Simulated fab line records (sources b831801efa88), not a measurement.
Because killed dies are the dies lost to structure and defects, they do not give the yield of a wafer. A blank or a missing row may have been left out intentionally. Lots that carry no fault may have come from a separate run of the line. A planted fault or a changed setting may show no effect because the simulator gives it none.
fab line records + flow sky130
record
- lots=6
- wafers=18
- last_day=50
route steps=708 shown METAL3@561 VIA3@573 PAD_OPEN@708
lots that met no fault: taken from a fault-free run of the same line
start_h: start of the lot's first displayed wafer, in hours after the record's first day + wait_h: hours elapsed since this lot's preceding step + " same as the row above + L1.1+2: several wafers, shown together as one row + - value missing, or start not given + * or withheld: withheld + < > ~ a bound
route shown NAME@n: names a module that has steps shown in the file, with the first one's number in the route + usual: mean and standard deviation over wafers with no fault + same: alike in all rows + chamber/n: place in a boat + sites: per-site readings + _std_site: standard deviation across them + _edge_site: inner sites' mean taken away from outer sites' mean + radius_mm: how far each site lies from the wafer's centre + mask NAME#n: copy n + behind: the tool/chamber that last shaped the wafer + hold: reason for holding the lot/hours on hold/outcome of the hold + device: transistor that didn't switch, given as n, p or np + end of line: at the end of the route, the tests of the same wafers + where a step has no rows: the recipe by itself + killed: at the first sort, the dies lost to defects and structure; wafer yield is something else + map: shows each die of a wafer: x if killed, . if not, _ if none is there
set.NAME: the setting that was run; set.NAME@STEP: the one run at that earlier step + model.NAME: the simulator's own value behind a step, which no gauge read
a table for each step, a row for each wafer; lots at some steps of the route
services: when a tool's chamber went out of use (start_h, in hours from the record's first day, below 0 if earlier), for how many hours, and the reason
## steps
# step SKY_METAL3_PEB_11
# recipe
- peb_temp_c=withheld
- peb_time_s=withheld
- resist=KrF-thick
# step SKY_METAL3_DEVELOP_12
# recipe
- develop_time_s=60
- resist=KrF-thick
- dev_temp_c=21
# step SKY_METAL3_CD_MEAS_13
# recipe
- target_cd_nm=300
# usual
- cd_nm=300.1/1.3
| lot.wafer | tool      | chamber | start_h | wait_h | cd_nm |
|-----------|-----------|---------|---------|--------|-------|
| L970.2    | cd_sem-01 | -       | 910.12  | -      | 301.3 |
| L970.3    | "         | -       | "       | "      | 302.4 |
| L970.5    | "         | -       | "       | "      | 303.5 |
| L973.1    | cd_sem-01 | -       | 929.45  | -      | 299.4 |
| L973.4    | "         | -       | "       | "      | 301.7 |
| L973.6    | "         | -       | "       | "      | 300.6 |
| L975.1    | cd_sem-01 | -       | 948.57  | -      | 300.9 |
| L975.2    | "         | -       | "       | "      | 299.6 |
| L975.3    | "         | -       | "       | "      | 300.3 |
| L978.3    | cd_sem-02 | -       | 976.74  | -      | 299.3 |
| L978.5    | "         | -       | "       | "      | 299.4 |
| L978.6    | "         | -       | "       | "      | 301.9 |
| L988.1    | cd_sem-01 | -       | 1033.60 | -      | 301.5 |
| L988.3    | "         | -       | "       | "      | 300.6 |
| L988.6    | "         | -       | "       | "      | 303.1 |
| L989.2    | cd_sem-01 | -       | 1042.07 | -      | 299.1 |
| L989.3    | "         | -       | "       | "      | 299.7 |
| L989.6    | "         | -       | "       | "      | 299.4 |
# step SKY_METAL3_OVL_MEAS_14
# usual
- METAL3_OVL=2/5.3
| lot.wafer | tool       | chamber | start_h | wait_h | METAL3_OVL[nm] |
|-----------|------------|---------|---------|--------|----------------|
| L970.2    | overlay-01 | -       | 910.23  | 0.1    | 10             |
| L970.3    | "          | -       | "       | "      | 6              |
| L970.5    | "          | -       | "       | "      | 4              |
| L973.1    | overlay-01 | -       | 929.57  | 0.1    | 1              |
| L973.4    | "          | -       | "       | "      | -1             |
| L973.6    | "          | -       | "       | "      | 2              |
| L975.1    | overlay-01 | -       | 948.69  | 0.1    | 4              |
| L975.2    | "          | -       | "       | "      | -2             |
| L975.3    | "          | -       | "       | "      | 2              |
| L978.3    | overlay-02 | -       | 976.83  | 0.1    | 2              |
| L978.5    | "          | -       | "       | "      | -3             |
| L978.6    | "          | -       | "       | "      | -6             |
| L988.1    | overlay-01 | -       | 1033.72 | 0.1    | -8             |
| L988.3    | "          | -       | "       | "      | -5             |
| L988.6    | "          | -       | "       | "      | -5             |
| L989.2    | overlay-01 | -       | 1042.17 | 0.1    | 0              |
| L989.3    | "          | -       | "       | "      | 2              |
| L989.6    | "          | -       | "       | "      | 2              |
# step SKY_METAL3_DESCUM_15
# recipe
- chemistry=O2
- source_power_w=150
- bias_power_w=0
- pressure_mtorr=10
- temp_c=40
- time_s=8
# usual
- chamber_pressure_mTorr=9.999/0.013
- drypump_motor_current_A=6.02/0.27
- oes_product_au=0.994/0.011
- rf_fwd_power_W=147.3/0.81
| lot.wafer | tool         | chamber | start_h | wait_h | chamber_pressure_mTorr | drypump_motor_current_A | oes_product_au | rf_fwd_power_W | rf_hours_counter_h |
|-----------|--------------|---------|---------|--------|------------------------|-------------------------|----------------|----------------|--------------------|
| L970.2    | rie_metal-04 | 0       | 910.26  | 0.0    | 9.992                  | 5.86                    | 1.016          | 146.8          | 3                  |
| L970.3    | "            | 1       | "       | "      | 10.003                 | 6.31                    | 0.989          | 147.4          | -                  |
| L970.5    | "            | 0       | "       | "      | 10.013                 | 5.85                    | 1.020          | 147.0          | -                  |
| L973.1    | rie_metal-04 | 0       | 929.60  | 0.0    | 9.998                  | 5.86                    | 0.990          | 146.1          | 4                  |
| L973.4    | "            | 0       | "       | "      | 10.006                 | 5.86                    | 0.995          | 146.6          | -                  |
| L973.6    | "            | 0       | "       | "      | 9.996                  | 5.87                    | 0.990          | 147.0          | -                  |
| L975.1    | rie_metal-02 | 0       | 948.72  | 0.0    | 9.980                  | 5.65                    | 0.977          | 146.6          | 9                  |
| L975.2    | "            | 1       | "       | "      | 9.993                  | 6.37                    | 1.003          | 147.6          | 5                  |
| L975.3    | "            | 1       | "       | "      | 10.016                 | 6.34                    | 0.997          | 148.3          | -                  |
| L978.3    | rie_metal-04 | 1       | 976.87  | 0.0    | 10.002                 | 6.32                    | 0.988          | 147.8          | -                  |
| L978.5    | "            | 1       | "       | "      | 10.009                 | 6.32                    | 0.993          | 147.5          | -                  |
| L978.6    | "            | 0       | "       | "      | 9.995                  | 5.89                    | 1.003          | 145.8          | -                  |
| L988.1    | rie_metal-04 | 0       | 1033.75 | 0.0    | 10.011                 | 5.85                    | 1.001          | 146.5          | 10                 |
| L988.3    | "            | 0       | "       | "      | 10.009                 | 5.87                    | 1.004          | 146.6          | -                  |
| L988.6    | "            | 0       | "       | "      | 10.003                 | 5.92                    | 1.007          | 146.7          | -                  |
| L989.2    | rie_metal-03 | 1       | 1042.20 | 0.0    | 9.983                  | 6.09                    | 0.989          | 148.4          | 4                  |
| L989.3    | "            | 1       | "       | "      | 9.998                  | 6.11                    | 0.986          | 149.2          | -                  |
| L989.6    | "            | 0       | "       | "      | 10.005                 | 6.18                    | 0.991          | 146.9          | -                  |
# step SKY_METAL3_ETCH_16
# recipe
- chemistry=N2/H2
- target=BARC
- ion_energy_ev=200
- bias_w=100
- pressure_mtorr=30
- n2_flow_sccm=100
- h2_flow_sccm=200
- icp_w=500
- stop_on=SiO2
- time_s=88.2
- target_depth_a=600
# usual
- chamber_pressure_mTorr=30.002/0.029
- drypump_motor_current_A=6.03/0.28
- h2_flow_sccm=200.0/0.66
- oes_product_au=0.626/0.0048
- rf_fwd_power_W=497.1/1.6
- throttle_valve_pct=13.206/0.0092
| lot.wafer | tool         | chamber | start_h | wait_h | chamber_pressure_mTorr | drypump_motor_current_A | h2_flow_sccm | oes_product_au | rf_fwd_power_W | rf_hours_counter_h | throttle_valve_pct |
|-----------|--------------|---------|---------|--------|------------------------|-------------------------|--------------|----------------|----------------|--------------------|--------------------|
| L970.2    | rie_metal-04 | 0       | 910.29  | 0.0    | 29.988                 | 5.88                    | 199.1        | 0.624          | 496.6          | 3                  | 13.211             |
| L970.3    | "            | 1       | "       | "      | 30.029                 | 6.32                    | 200.0        | 0.625          | 499.5          | -                  | 13.208             |
| L970.5    | "            | 0       | "       | "      | 30.048                 | 5.88                    | 198.5        | 0.629          | 496.7          | -                  | 13.208             |
| L973.1    | rie_metal-04 | 0       | 929.63  | 0.0    | 29.965                 | 5.88                    | 199.4        | 0.623          | 494.1          | 4                  | 13.216             |
| L973.4    | "            | 0       | "       | "      | 29.951                 | 5.89                    | 199.9        | 0.622          | 497.0          | -                  | 13.219             |
| L973.6    | "            | 0       | "       | "      | 30.010                 | 5.87                    | 199.2        | 0.623          | 494.4          | -                  | 13.207             |
| L975.1    | rie_metal-02 | 0       | 948.75  | 0.0    | 29.983                 | 5.61                    | 200.5        | 0.618          | 496.8          | 9                  | 13.194             |
| L975.2    | "            | 1       | "       | "      | 29.996                 | 6.39                    | 200.5        | 0.624          | 498.0          | 5                  | 13.206             |
| L975.3    | "            | 1       | "       | "      | 30.025                 | 6.38                    | 200.3        | 0.630          | 495.6          | -                  | 13.205             |
| L978.3    | rie_metal-04 | 1       | 976.92  | 0.0    | 30.036                 | 6.32                    | 199.1        | 0.623          | 496.9          | -                  | 13.204             |
| L978.5    | "            | 1       | "       | "      | 29.971                 | 6.31                    | 200.0        | 0.633          | 499.5          | -                  | 13.207             |
| L978.6    | "            | 0       | "       | "      | 30.007                 | 5.90                    | 199.3        | 0.617          | 495.5          | -                  | 13.193             |
| L988.1    | rie_metal-04 | 0       | 1033.78 | 0.0    | 29.981                 | 5.89                    | 199.5        | 0.629          | 494.8          | 10                 | 13.208             |
| L988.3    | "            | 0       | "       | "      | 30.019                 | 5.83                    | 200.0        | 0.631          | 497.8          | -                  | 13.204             |
| L988.6    | "            | 0       | "       | "      | 30.040                 | 5.85                    | 200.1        | 0.629          | 494.1          | -                  | 13.197             |
| L989.2    | rie_metal-03 | 1       | 1042.23 | 0.0    | 30.003                 | 6.11                    | 199.7        | 0.626          | 501.1          | 4                  | 13.224             |
| L989.3    | "            | 1       | "       | "      | 30.032                 | 6.13                    | 199.7        | 0.625          | 500.0          | -                  | 13.220             |
| L989.6    | "            | 0       | "       | "      | 29.970                 | 6.19                    | 200.0        | 0.624          | 496.8          | -                  | 13.205             |
# step SKY_METAL3_ETCH_17
# recipe
- target=SiO2
- stop_on=TiN
- chemistry=C4F8/O2/Ar
- source_w=1500
- bias_w=1200
- pressure_mtorr=40
- c4f8_flow_sccm=withheld
- O2_flow_sccm=6
- Ar_flow_sccm=300
- time_s=3.9
- target_depth_a=150
# usual
- chamber_pressure_mTorr=40.00/0.034
- oes_product_au=0.752/0.0063
- rf_fwd_power_W=1468/7.8
| lot.wafer | tool        | chamber | start_h | wait_h | chamber_pressure_mTorr | oes_product_au | rf_fwd_power_W | rf_hours_counter_h |
|-----------|-------------|---------|---------|--------|------------------------|----------------|----------------|--------------------|
| L970.2    | rie_diel-01 | 2       | 910.39  | 0.1    | 40.02                  | 0.753          | 1464           | 1                  |
| L970.3    | "           | 3       | "       | "      | 40.02                  | 0.744          | 1469           | 3                  |
| L970.5    | "           | 3       | "       | "      | 40.02                  | 0.758          | 1468           | -                  |
| L973.1    | rie_diel-04 | 0       | 929.73  | 0.1    | 39.94                  | 0.746          | 1469           | 6                  |
| L973.4    | "           | 1       | "       | "      | 40.04                  | 0.755          | 1459           | 5                  |
| L973.6    | "           | 3       | "       | "      | 40.05                  | 0.745          | 1463           | -                  |
| L975.1    | rie_diel-02 | 0       | 948.85  | 0.1    | 40.03                  | 0.750          | 1476           | 8                  |
| L975.2    | "           | 1       | "       | "      | 39.94                  | 0.752          | 1473           | 3                  |
| L975.3    | "           | 3       | "       | "      | 40.00                  | 0.757          | 1470           | 2                  |
| L978.3    | rie_diel-01 | 1       | 976.99  | 0.0    | 40.05                  | 0.756          | 1476           | 11                 |
| L978.5    | "           | 1       | "       | "      | 40.00                  | 0.746          | 1465           | -                  |
| L978.6    | "           | 2       | "       | "      | 39.92                  | 0.762          | 1460           | -                  |
| L988.1    | rie_diel-04 | 2       | 1033.88 | 0.1    | 40.00                  | 0.758          | 1457           | 17                 |
| L988.3    | "           | 3       | "       | "      | 39.99                  | 0.754          | 1459           | 13                 |
| L988.6    | "           | 3       | "       | "      | 40.00                  | 0.750          | 1460           | -                  |
| L989.2    | rie_diel-01 | 1       | 1042.33 | 0.1    | 40.00                  | 0.740          | 1485           | 13                 |
| L989.3    | "           | 3       | "       | "      | 39.98                  | 0.749          | 1467           | 7                  |
| L989.6    | "           | 1       | "       | "      | 40.02                  | 0.753          | 1476           | -                  |
# step SKY_METAL3_METAL_ETCH_18
# recipe
- target_depth_a=8450
- stop_on=SiO2
- over_etch_frac=0.3
- time_s=183.1
- chemistry=Cl2/BCl3
- resist_sidewall_deg=88
- pressure_mtorr=10
- icp_w=900
- bias_w=48.5
- Cl2_flow_sccm=60
- bcl3_flow_sccm=30
# step SKY_METAL3_STRIP_19
# recipe
- chemistry=O2/N2
- power_w=1400
- pressure_mtorr=1500
- platen_temp_c=withheld
- o2_flow_sccm=3000
- n2_flow_sccm=300
- overash_fraction=0.5
# usual
- chamber_pressure_mTorr=1499.9/1.5
- drypump_motor_current_A=5.93/0.28
- oes_product_au=0.504/0.0056
- strip_time_to_endpoint_s=6.56/0.085
| lot.wafer | tool            | chamber | start_h | wait_h | chamber_pressure_mTorr | drypump_motor_current_A | oes_product_au | rf_hours_counter_h | strip_time_to_endpoint_s |
|-----------|-----------------|---------|---------|--------|------------------------|-------------------------|----------------|--------------------|--------------------------|
| L970.2    | plasma_asher-02 | 0       | 910.58  | 0.1    | 1499.9                 | 5.70                    | 0.502          | 75                 | 6.46                     |
| L970.3    | "               | 0       | "       | "      | 1500.3                 | 5.72                    | 0.506          | -                  | 6.56                     |
| L970.5    | "               | 0       | "       | "      | 1499.8                 | 5.70                    | 0.500          | -                  | 6.52                     |
| L973.1    | plasma_asher-02 | 1       | 929.93  | 0.1    | 1499.4                 | 6.22                    | 0.506          | 77                 | 6.41                     |
| L973.4    | "               | 0       | "       | "      | 1499.6                 | 5.68                    | 0.507          | -                  | 6.47                     |
| L973.6    | "               | 1       | "       | "      | 1501.2                 | 6.24                    | 0.498          | -                  | 6.53                     |
| L975.1    | plasma_asher-02 | 0       | 949.23  | 0.3    | 1501.2                 | 5.70                    | 0.506          | 79                 | 6.62                     |
| L975.2    | "               | 1       | "       | "      | 1499.8                 | 6.24                    | 0.506          | 79                 | 6.58                     |
| L975.3    | "               | 1       | "       | "      | 1496.9                 | 6.22                    | 0.513          | -                  | 6.61                     |
| L978.3    | plasma_asher-02 | 0       | 977.22  | 0.1    | 1501.9                 | 5.70                    | 0.498          | -                  | 6.50                     |
| L978.5    | "               | 0       | "       | "      | 1497.3                 | 5.69                    | 0.497          | -                  | 6.61                     |
| L978.6    | "               | 1       | "       | "      | 1499.6                 | 6.26                    | 0.502          | -                  | 6.48                     |
| L988.1    | plasma_asher-02 | 0       | 1034.08 | 0.1    | 1499.0                 | 5.68                    | 0.505          | 88                 | 6.67                     |
| L988.3    | "               | 0       | "       | "      | 1499.4                 | 5.70                    | 0.514          | -                  | 6.82                     |
| L988.6    | "               | 1       | "       | "      | 1499.5                 | 6.23                    | 0.516          | -                  | 6.82                     |
| L989.2    | plasma_asher-02 | 0       | 1042.53 | 0.1    | 1499.7                 | 5.69                    | 0.498          | 89                 | 6.50                     |
| L989.3    | "               | 0       | "       | "      | 1497.2                 | 5.67                    | 0.510          | -                  | 6.56                     |
| L989.6    | "               | 0       | "       | "      | 1500.3                 | 5.70                    | 0.491          | -                  | 6.43                     |
# step SKY_METAL3_STRIP_20
# recipe
- chemistry=post_etch_residue_remover
- time_s=1200
- temp_c=72.5
# step SKY_METAL3_CLEAN_21
# recipe
- chemistry=IPA
- time_s=180
- temp_c=25
# step SKY_METAL3_CLEAN_22
# recipe
- chemistry=O3/DIW
- dry=n2_spin
# step SKY_VIA3_HDPCVD_00
# recipe
- material=SiO2
- target_thk_nm=1635
- sigma_open_frac=0.3
- time_s=272.5
- temp_c=400
- sih4_flow_sccm=60
- pressure_mtorr=6
# usual
- run_length_s=300.0/0.53
| lot.wafer | tool      | chamber | start_h | wait_h | run_length_s | model.SiO2_of_VIA3_HDPCVD_00.thk_nm |
|-----------|-----------|---------|---------|--------|--------------|-------------------------------------|
| L970.2    | hdpcvd-02 | 1       | 911.17  | 0.0    | 299.1        | 1637                                |
| L970.3    | "         | 0       | "       | "      | 301.3        | 1598                                |
| L970.5    | "         | 2       | "       | "      | 299.4        | 1612                                |
| L973.1    | hdpcvd-02 | 2       | 930.55  | 0.0    | 299.5        | 1635                                |
| L973.4    | "         | 0       | "       | "      | 300.4        | 1627                                |
| L973.6    | "         | 1       | "       | "      | 299.3        | 1621                                |
| L975.1    | hdpcvd-02 | 0       | 949.86  | 0.0    | 316.0        | 1711                                |
| L975.2    | "         | 1       | "       | "      | 314.8        | 1738                                |
| L975.3    | "         | 2       | "       | "      | 315.7        | 1710                                |
| L978.3    | hdpcvd-02 | 2       | 977.77  | 0.0    | 315.0        | 1710                                |
| L978.5    | "         | 2       | "       | "      | 315.0        | 1734                                |
| L978.6    | "         | 0       | "       | "      | 315.9        | 1720                                |
| L988.1    | hdpcvd-01 | 1       | 1034.70 | 0.0    | 300.2        | 1613                                |
| L988.3    | "         | 2       | "       | "      | 300.3        | 1626                                |
| L988.6    | "         | 2       | "       | "      | 300.3        | 1609                                |
| L989.2    | hdpcvd-01 | 1       | 1043.26 | 0.0    | 299.7        | 1606                                |
| L989.3    | "         | 0       | "       | "      | 299.9        | 1621                                |
| L989.6    | "         | 1       | "       | "      | 299.6        | 1622                                |
# step SKY_VIA3_THK_MEAS_01
# recipe
- reads=SiO2_of_VIA3_HDPCVD_00
# usual
- VIA3_HDPCVD_THK=1622/15
| lot.wafer | tool          | chamber | start_h | wait_h | VIA3_HDPCVD_THK[nm] |
|-----------|---------------|---------|---------|--------|---------------------|
| L970.2    | film_metro-01 | -       | 911.35  | 0.1    | 1638                |
| L970.3    | "             | -       | "       | "      | 1596                |
| L970.5    | "             | -       | "       | "      | 1611                |
| L973.1    | film_metro-01 | -       | 930.72  | 0.1    | 1635                |
| L973.4    | "             | -       | "       | "      | 1626                |
| L973.6    | "             | -       | "       | "      | 1622                |
| L975.1    | film_metro-03 | -       | 950.03  | 0.1    | 1712                |
| L975.2    | "             | -       | "       | "      | 1738                |
| L975.3    | "             | -       | "       | "      | 1712                |
| L978.3    | film_metro-01 | -       | 977.96  | 0.1    | 1709                |
| L978.5    | "             | -       | "       | "      | 1734                |
| L978.6    | "             | -       | "       | "      | 1720                |
| L988.1    | film_metro-03 | -       | 1034.87 | 0.1    | 1612                |
| L988.3    | "             | -       | "       | "      | 1625                |
| L988.6    | "             | -       | "       | "      | 1610                |
| L989.2    | film_metro-03 | -       | 1043.44 | 0.1    | 1607                |
| L989.3    | "             | -       | "       | "      | 1622                |
| L989.6    | "             | -       | "       | "      | 1623                |
# step SKY_VIA3_CMP_02
# recipe
- material=SiO2
- down_force_psi=4
- platen_rpm=60
- pad_velocity_m_s=0.94248
# usual
- motor_current_A=12.9/1.1
| lot.wafer | tool   | chamber | start_h | wait_h | motor_current_A |
|-----------|--------|---------|---------|--------|-----------------|
| L970.3    | cmp-01 | 2       | 911.40  | 0.0    | 12.8            |
| L970.2    | "      | 3       | "       | "      | 12.2            |
| L970.5    | "      | 2       | "       | "      | 12.2            |
| L973.1    | cmp-01 | 2       | 930.78  | 0.1    | 12.5            |
| L973.4    | "      | 0       | "       | "      | 13.0            |
| L973.6    | "      | 3       | "       | "      | 12.3            |
| L975.2    | cmp-02 | 0       | 950.09  | 0.0    | 12.9            |
| L975.3    | "      | 1       | "       | "      | 11.4            |
| L975.1    | "      | 2       | "       | "      | 11.7            |
| L978.3    | cmp-01 | 0       | 978.15  | 0.2    | 13.1            |
| L978.6    | "      | 1       | "       | "      | 14.1            |
| L978.5    | "      | 2       | "       | "      | 12.3            |
| L988.3    | cmp-01 | 0       | 1034.93 | 0.0    | 12.6            |
| L988.1    | "      | 1       | "       | "      | 14.4            |
| L988.6    | "      | 1       | "       | "      | 13.9            |
| L989.2    | cmp-01 | 3       | 1043.70 | 0.2    | 12.2            |
| L989.3    | "      | 0       | "       | "      | 13.1            |
| L989.6    | "      | 3       | "       | "      | 13.1            |
# step SKY_PAD_OPEN_PROBE_99
# usual
- defect_limited_yield=82.9/1.9
- killed_at_M0_to_M3=42/6.3
- killed_at_M4_up=2.8/1.9
- killed_at_contacts=23/5.3
- killed_at_front_end=16/4.3
- killed_at_other=0.2/0.51
- killed_dies=84/9.3
- killed_open=46/7.6
- killed_short=38/6.3
- sort_bin_3_pad_short=0.8/0.41
- sort_bin_5_function=10.0/1.4
- sort_bin_6_memory=6.2/1.1
- sort_n_pass=408/9.3
- sort_yield_pct=82.9/1.9
# same
- gross_dies=492
- killed_at_back_side=0
- sort_bin_4_leakage[%]=0
- sort_bin_8_speed[%]=0
| lot.wafer | tool      | chamber | start_h | wait_h | defect_limited_yield[%] | killed_at_M0_to_M3 | killed_at_M4_up | killed_at_contacts | killed_at_front_end | killed_at_other | killed_dies | killed_open | killed_short | sort_bin_3_pad_short[%] | sort_bin_5_function[%] | sort_bin_6_memory[%] | sort_n_pass | sort_yield_pct[%] |
|-----------|-----------|---------|---------|--------|-------------------------|--------------------|-----------------|--------------------|---------------------|-----------------|-------------|-------------|--------------|-------------------------|------------------------|----------------------|-------------|-------------------|
| L970.2    | prober-02 | -       | 1085.05 | 0.1    | 83.7                    | 38                 | 1               | 21                 | 18                  | 2               | 80          | 47          | 33           | 0.6                     | 8.5                    | 7.1                  | 412         | 83.7              |
| L970.3    | prober-02 | -       | 1085.10 | 0.2    | 81.7                    | 45                 | 3               | 33                 | 9                   | 0               | 90          | 52          | 38           | 0.4                     | 11.0                   | 6.9                  | 402         | 81.7              |
| L970.5    | prober-02 | -       | 1085.20 | 0.2    | 78.9                    | 50                 | 4               | 24                 | 26                  | 0               | 104         | 56          | 48           | 1.2                     | 12.8                   | 7.1                  | 388         | 78.9              |
| L973.1    | prober-01 | -       | 1099.50 | 0.1    | 85.2                    | 42                 | 0               | 19                 | 12                  | 0               | 73          | 40          | 33           | 0.8                     | 9.3                    | 4.7                  | 419         | 85.2              |
| L973.4    | prober-01 | -       | 1099.65 | 0.2    | 83.1                    | 49                 | 2               | 20                 | 12                  | 0               | 83          | 47          | 36           | 1.0                     | 8.3                    | 7.5                  | 409         | 83.1              |
| L973.6    | prober-01 | -       | 1099.75 | 0.2    | 79.9                    | 53                 | 5               | 23                 | 18                  | 0               | 99          | 44          | 55           | 0.6                     | 11.8                   | 7.7                  | 393         | 79.9              |
| L975.1    | prober-02 | -       | 1117.23 | 0.1    | 82.3                    | 48                 | 5               | 17                 | 17                  | 0               | 87          | 45          | 42           | 1.6                     | 10.4                   | 5.7                  | 405         | 82.3              |
| L975.2    | prober-02 | -       | 1117.28 | 0.1    | 83.7                    | 43                 | 2               | 21                 | 14                  | 0               | 80          | 47          | 33           | 0.4                     | 9.3                    | 6.5                  | 412         | 83.7              |
| L975.3    | prober-02 | -       | 1117.33 | 0.2    | 85.2                    | 42                 | 0               | 16                 | 15                  | 0               | 73          | 36          | 37           | 0.6                     | 8.9                    | 5.3                  | 419         | 85.2              |
| L989.2    | prober-01 | -       | 1188.16 | 0.1    | 85.4                    | 47                 | 0               | 20                 | 5                   | 0               | 72          | 38          | 34           | 0.6                     | 8.9                    | 5.1                  | 420         | 85.4              |
| L989.3    | prober-01 | -       | 1188.21 | 0.2    | 83.5                    | 46                 | 2               | 19                 | 14                  | 0               | 81          | 46          | 35           | 0.2                     | 10.4                   | 5.9                  | 411         | 83.5              |
| L989.6    | prober-01 | -       | 1188.36 | 0.2    | 84.1                    | 39                 | 2               | 22                 | 15                  | 0               | 78          | 39          | 38           | 0.2                     | 9.8                    | 5.9                  | 414         | 84.1              |
# killed by level:class
L970.2 CONTACT:geometric_particle:open=12 FIELD_ISO:geometric_particle:open=6 METAL3:geometric_particle:short=6 VIA1:geometric_particle:open=6 VIA3:geometric_particle:open=6 METAL2:geometric_particle:short=5 LI_CONTACT:geometric_particle:open=4 CONTACT:geometric_particle:short=4
L970.3 CONTACT:geometric_particle:open=15 VIA1:geometric_particle:open=10 VIA1:geometric_particle:short=6 METAL1:geometric_particle:short=6 VIA3:geometric_particle:open=6 LI_CONTACT:geometric_particle:short=5 VIA2:geometric_particle:open=5 LI_CONTACT:geometric_particle:open=4
L970.5 VIA2:geometric_particle:open=10 CONTACT:geometric_particle:open=9 VIA3:geometric_particle:open=9 FIELD_ISO:geometric_particle:short=7 VIA1:geometric_particle:open=6 POLY_GATE:geometric_particle:open=5 CONTACT:geometric_particle:short=5 METAL1:geometric_particle:short=5
L973.1 CONTACT:geometric_particle:open=8 METAL1:geometric_particle:short=8 VIA1:geometric_particle:open=6 VIA2:geometric_particle:open=5 LOCAL_INTERCONNECT:geometric_particle:open=5 METAL2:geometric_particle:short=5 FIELD_ISO:geometric_particle:open=4 VIA1:geometric_particle:short=4
L973.4 VIA1:geometric_particle:open=15 METAL1:geometric_particle:short=8 LI_CONTACT:geometric_particle:open=7 CONTACT:geometric_particle:open=5 POLY_GATE:geometric_particle:open=4 METAL3:geometric_particle:short=4 METAL2:geometric_particle:open=4 VIA2:geometric_particle:open=4
L973.6 CONTACT:geometric_particle:open=10 VIA1:geometric_particle:open=10 METAL1:geometric_particle:short=8 VIA1:geometric_particle:short=8 VIA3:geometric_particle:short=7 METAL2:geometric_particle:short=6 POLY_GATE:geometric_particle:short=5 LOCAL_INTERCONNECT:geometric_particle:short=5
L975.1 VIA3:geometric_particle:open=10 CONTACT:geometric_particle:open=8 VIA1:geometric_particle:open=8 METAL1:geometric_particle:short=8 VIA2:geometric_particle:open=6 METAL2:geometric_particle:short=5 METAL4:geometric_particle:short=5 FIELD_ISO:geometric_particle:short=4
L975.2 VIA1:geometric_particle:open=11 LI_CONTACT:geometric_particle:open=8 CONTACT:geometric_particle:open=7 METAL1:geometric_particle:short=5 FIELD_ISO:geometric_particle:open=4 VIA1:geometric_particle:short=4 METAL2:geometric_particle:short=4 VIA2:geometric_particle:short=4
L975.3 VIA1:geometric_particle:open=11 METAL1:geometric_particle:short=7 METAL2:geometric_particle:short=5 VIA2:geometric_particle:open=5 POLY_GATE:geometric_particle:open=4 LI_CONTACT:geometric_particle:short=4 LI_CONTACT:geometric_particle:open=4 LOCAL_INTERCONNECT:geometric_particle:short=4
L989.2 VIA1:geometric_particle:open=16 METAL2:geometric_particle:short=7 CONTACT:geometric_particle:open=7 VIA1:geometric_particle:short=7 LI_CONTACT:geometric_particle:open=4 METAL3:geometric_particle:short=4 VIA3:geometric_particle:short=3 CONTACT:geometric_particle:short=3
L989.3 LI_CONTACT:geometric_particle:open=10 VIA3:geometric_particle:open=8 METAL2:geometric_particle:short=8 VIA1:geometric_particle:open=7 VIA2:geometric_particle:open=7 METAL1:geometric_particle:short=6 FIELD_ISO:geometric_particle:short=5 POLY_GATE:geometric_particle:open=5
L989.6 VIA1:geometric_particle:open=12 LI_CONTACT:geometric_particle:open=6 VIA3:geometric_particle:short=6 FIELD_ISO:geometric_particle:open=5 CONTACT:geometric_particle:open=5 POLY_GATE:geometric_particle:short=5 CONTACT:geometric_particle:short=5 VIA2:geometric_particle:open=5
## services
| tool            | chamber | start_h | hours | kind   |
|-----------------|---------|---------|-------|--------|
| rie_diel-01     | 1       | 886.34  | 5.3   | repair |
| rie_metal-04    | -       | 897.11  | 2.8   | pm     |
| rie_diel-01     | 1       | 905.26  | 10.7  | repair |
| rie_diel-02     | -       | 907.79  | 10.7  | repair |
| cmp-02          | -       | 908.09  | 6.3   | pm     |
| cmp-01          | -       | 912.00  | 4.0   | pm     |
| cmp-01          | -       | 916.02  | 2.4   | repair |
| cmp-02          | -       | 918.61  | 13.6  | pm     |
| cmp-02          | -       | 932.69  | 1.0   | repair |
| cmp-01          | -       | 935.71  | 1.2   | repair |
| rie_metal-04    | 1       | 936.01  | 13.9  | repair |
| hdpcvd-01       | -       | 945.28  | 0.6   | repair |
| rie_metal-03    | -       | 948.42  | 2.8   | pm     |
| hdpcvd-02       | -       | 950.25  | 15.0  | pm     |
| plasma_asher-02 | -       | 972.37  | 0.5   | repair |
| cmp-01          | -       | 981.61  | 0.7   | repair |
| rie_metal-04    | 1       | 982.30  | 14.9  | repair |
| rie_metal-02    | 1       | 982.77  | 17.3  | repair |
| hdpcvd-01       | -       | 986.07  | 1.4   | repair |
| cmp-01          | -       | 1007.19 | 1.0   | repair |
| rie_diel-01     | 0       | 1015.36 | 3.1   | repair |
| rie_diel-01     | -       | 1021.14 | 14.6  | pm     |
| rie_metal-02    | 0       | 1023.90 | 9.1   | repair |
| hdpcvd-01       | -       | 1037.21 | 2.8   | pm     |
## key
first_sign
- step=SKY_VIA3_HDPCVD_00
- reading=run_length_s
- direction=up
- sigmas=29
- usual=*
- struck=*
effect
- step=SKY_VIA3_THK_MEAS_01
- reading=VIA3_HDPCVD_THK
- direction=up
- sigmas=6.5
- usual=1622
- struck=1721
model_effect
- step=SKY_VIA3_HDPCVD_00
- value=SiO2_of_VIA3_HDPCVD_00.thk_nm
- without=1627
- struck=1721
met_at SKY_VIA3_HDPCVD_00
struck_wafers L975.1,L975.2,L975.3,L978.3,L978.5,L978.6
onset_between 930.55 949.86
fault
- kind=process_parameter_drift
- tool=hdpcvd-02
- chamber=-
- onset_h=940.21
- steps=SKY_VIA3_HDPCVD_00
- channel=time_s
- offset=*
- shape=step
- end_h=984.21
- acts_in=*
- stated=*
